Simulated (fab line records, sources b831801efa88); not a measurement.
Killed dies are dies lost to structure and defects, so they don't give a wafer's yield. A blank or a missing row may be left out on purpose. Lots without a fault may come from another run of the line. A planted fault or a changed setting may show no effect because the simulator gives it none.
Which tool did it? | flow gf180mcu | 6 lots, 18 wafers sampled, at 3 steps of a route of 602

WHAT THE GAUGES READ, wafer by wafer
GF_VT_IMPLANT_OVL_MEAS_40.
lot  | measured     | on         | VT_IMPLANT_03_OVL (nm)
L560 | day 8 05:29  | overlay-01 | -2.8 -2.6 -2.2
L562 | day 8 17:02  | overlay-01 | 2.0 1.5 1.3
L568 | day 10 05:56 | overlay-01 | - - -
L574 | day 11 19:19 | overlay-01 | 0.0 0.8 0.5
L578 | day 12 17:56 | overlay-01 | 0.3 -0.8 -2.5
L581 | day 13 16:35 | overlay-01 | 2.5 -0.6 0.9

WHICH TOOL RAN EACH LOT (tool, then ch and the chambers of the sampled wafers, then the start)
lot  | GF_STI_ETCH_14                  | GF_VT_IMPLANT_EXPOSE_37
L560 | rie_si-02 ch 1,2,3, day 2 11:55 | iline_stepper-02 ch 0, day 7 21:33
L562 | rie_si-01 ch 0,1,3, day 2 22:35 | iline_stepper-01 ch 0, day 8 09:10
L568 | rie_si-02 ch 1,2,3, day 4 05:29 | iline_stepper-01 ch 0, day 9 21:47
L574 | rie_si-02 ch 0,1,3, day 5 12:16 | iline_stepper-02 ch 0, day 11 10:26
L578 | rie_si-01 ch 0,2,3, day 6 09:14 | iline_stepper-01 ch 0, day 12 09:03
L581 | rie_si-02 ch 2,3, day 7 00:04   | iline_stepper-02 ch 0, day 13 07:04
- GF_STI_ETCH_14: etches Si in HBr/Cl2/O2, target depth 360 nm, time 102.9 s.
- GF_VT_IMPLANT_EXPOSE_37: exposes mask Nwell HV AREA, target cd 860 nm.

THE ANSWER, worked out from the rows above alone
Rule: what is usual is taken from the lots themselves. Put in order of their means at a reading, lots are off if they are a third of the lots or fewer, leave a main group of 4 or more, and stand apart from it by a gap of 3 or more times the standard deviation of the main group's means; of several such gaps the widest counts. A main group whose means are all the same, to the digits that the tables above print for the reading, isn't used. A lot without any number at a reading at which 4 lots or more have one is off too. The other lots that the step has rows for count as sound.
Off: L568, at GF_VT_IMPLANT_OVL_MEAS_40 (VT_IMPLANT_03_OVL). Without a number there: L568. The main group: mean -0.1 nm, standard deviation 1.5.
A tool fits if, at a process step before that reading, it ran every lot that is off, and no sound lot after the first of them. The gauges at GF_VT_IMPLANT_OVL_MEAS_40 are tried like those tools. None of those tried fits.

WHAT THE SIMULATOR HAD PUT IN
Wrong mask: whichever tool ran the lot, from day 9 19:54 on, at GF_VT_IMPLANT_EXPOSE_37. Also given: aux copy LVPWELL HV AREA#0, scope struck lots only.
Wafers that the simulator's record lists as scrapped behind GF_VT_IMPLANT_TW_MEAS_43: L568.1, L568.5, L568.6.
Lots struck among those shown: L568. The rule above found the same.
